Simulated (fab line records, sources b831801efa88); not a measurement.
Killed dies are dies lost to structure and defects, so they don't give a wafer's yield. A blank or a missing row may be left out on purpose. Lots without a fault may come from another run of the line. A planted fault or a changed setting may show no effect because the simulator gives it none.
A struck lot beside a sound one | flow gf180mcu | 20 steps out of a route of 602
Sound: wafers L610.3, L610.5, L610.6. Struck: wafers L614.1, L614.2, L614.5. The cause comes at the end.
At each step with rows: each side's tool, then ch and its chambers, then its first start. Under that, the readings that differ: sound wafers | struck wafers | difference of the means | sigmas: that difference in standard deviations of wafers without a fault.
alike: readings whose means differ by less than 2 such deviations, and words and numbers that are the same on both sides. not compared: withheld readings, readings that some wafer has no value for, bounds like >300 that may hide the same value, and numbers for which the record gives no deviation and whose values overlap.
The two part at a step that has a row with sigmas, a row that says differs or no value, or rows on one side only. Numbers that don't overlap but have no deviation are shown without sigmas and don't part them. A reading that every wafer of one side lacks parts them only if that side has two wafers or more.

first, 6 steps without rows for these wafers: GF_M1_HMDS_08 (prime time 60 s); GF_M1_COAT_09 (resist thk 1000 nm); GF_M1_SOFTBAKE_10 (time 60 s); GF_M1_EXPOSE_11 (exposes mask Metal1, target cd 230 nm); GF_M1_PEB_12 (peb time 90 s); GF_M1_DEVELOP_13 (develop time 60 s).
GF_M1_CD_MEAS_14: target cd 230 nm.
  sound on cd_sem-01, day 17 19:06; struck on cd_sem-01, day 19 11:26
  alike: cd_nm
GF_M1_OVL_MEAS_15:
  sound on overlay-01, day 17 19:11; struck on overlay-02, day 19 11:33
  alike: M1_OVL
GF_M1_METAL_ETCH_16: etches the open film in Cl2/BCl3, stops on SiO2, target depth 750.8 nm, time 125.1 s.
  sound on rie_metal-03 ch 0,1, day 17 19:15; struck on rie_metal-03 ch 0,1, day 19 11:35
  alike: bcl3_flow_sccm, drypump_motor_current_A, oes_product_au, throttle_valve_pct
  not compared: rf_hours_counter_h
GF_M1_STRIP_17: strips in O2/N2.
  sound on plasma_asher-03 ch 0,1, day 17 19:22; struck on plasma_asher-04 ch 0,1, day 19 11:43
  alike: drypump_motor_current_A, heater_power_w, oes_product_au, strip_time_to_endpoint_s
  not compared: rf_hours_counter_h
then, 2 steps without rows for these wafers: GF_M1_STRIP_18 (strips in post etch residue remover, time 1200 s); GF_M1_CLEAN_19 (cleans in DIW).
GF_V1_CVD_00: deposits SiO2, target thk 600 nm, time 100 s.
  sound on hdpcvd-02 ch 1,2, day 17 19:53; struck on hdpcvd-02 ch 0,1,2, day 19 12:31
  alike: sih4_flow_sccm, susceptor_temp_C
GF_V1_THK_MEAS_01:
  sound on film_metro-03, day 17 19:58; struck on film_metro-01, day 19 12:35
  reading            | sound       | struck         | difference | sigmas
  V1_CVD_00_THK (nm) | 593 597 594 | 1174 1207 1197 | +598       | +99 or more
GF_V1_CVD_02: deposits SiO2 from TEOS, target thk 850 nm, time 94.851 s.
  sound on pecvd-02 ch 0,1,2, day 17 20:01; struck on pecvd-02 ch 1,2, day 19 12:38
  alike: heater_power_w, susceptor_temp_C
GF_V1_THK_MEAS_03:
  sound on film_metro-01, day 17 20:06; struck on film_metro-03, day 19 12:43
  alike: V1_CVD_02_THK
GF_V1_CMP_04: polishes SiO2.
  sound on cmp-01 ch 0,1,2, day 17 20:17; struck on cmp-02 ch 0,1,2, day 19 12:49
  alike: head_pressure_psi, motor_current_A, slurry_filter_dp_kPa, time_to_endpoint_s
GF_V1_BOW_MEAS_05:
  sound on film_metro-03, day 17 20:29; struck on film_metro-03, day 19 13:04
  reading     | sound    | struck     | difference | sigmas
  V1_BOW (um) | 83 87 82 | 108 91 120 | +22        | +3
then, 1 step without rows for these wafers: GF_V1_DEHYDRATE_06 (time 60 s).
-- the record jumps here: 12 days lie between the struck wafers' starts before and after (it left off in module V1 and takes up again in module PASSIVATION, whose first step shown is number 602 of the route) --
GF_PASSIVATION_PROBE_99:
  the record has rows for the struck wafers here (prober-01, day 31 01:20) and none for the sound ones

WHERE THEY PART
First at GF_V1_THK_MEAS_01; last, within this record, at GF_PASSIVATION_PROBE_99.

WHY: what the simulator had put in
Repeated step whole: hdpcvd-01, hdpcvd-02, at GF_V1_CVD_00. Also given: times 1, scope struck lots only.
